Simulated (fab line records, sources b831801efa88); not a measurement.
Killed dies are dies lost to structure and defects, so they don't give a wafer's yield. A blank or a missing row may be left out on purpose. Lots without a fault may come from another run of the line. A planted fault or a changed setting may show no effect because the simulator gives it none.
Chamber matching | flow sfq_line | SFQ_TRILAYER_I6_CMP_CMP_166 on cmp-01: 4 sister chambers
The step polishes SiO2. 8 wafers are shown with their chamber, then 6 later ones without.

WAFERS WITH THEIR CHAMBER
wafer  | chamber | motor_current_A (A) | time_to_endpoint_s (s)
L206.3 | 3       | 12.2                | 207
L207.3 | 1       | 8.8                 | 212
L207.5 | 0       | 11.4                | 211
L209.1 | 2       | 10.1                | 220
L209.3 | 1       | 8.4                 | 218
L209.5 | 2       | 10.2                | 217
L210.3 | 3       | 11.6                | 209
L210.4 | 0       | 11.1                | 216

WAFERS WITHOUT THEIR CHAMBER
wafer  | motor_current_A (A) | time_to_endpoint_s (s)
L210.6 | 9.7                 | 223
L215.6 | 11.5                | 219
L216.1 | 11.2                | 214
L216.2 | 10.1                | 214
L217.2 | 11.2                | 211
L217.6 | 10.1                | 223

WHICH CHAMBER EACH WENT THROUGH
wafer  | from the rows above     | in truth
L210.6 | 2                       | 2
L215.6 | can't be placed: 0 or 3 | 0
L216.1 | 0                       | 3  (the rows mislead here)
L216.2 | 2                       | 2
L217.2 | can't be placed: 0 or 3 | 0
L217.6 | 2                       | 2
Placed correctly: 3 of 6. Can't be placed from these rows: 2 (the true chamber is among the candidates in 2). Placed wrongly: 1.
How it was worked out, from the rows above alone: a wafer's distance from a chamber is the root of the sum, over the readings, of the square of ((its reading less the chamber's mean) divided by the reading's scatter). The wafer belongs to the nearest chamber; if the next one is less than 2 further off, it can't be placed. A chamber's mean is the mean of its shown wafers. The scatter: the root of (the sum of the squares of (reading less its chamber's mean) over the shown wafers, divided by (wafers less chambers)).
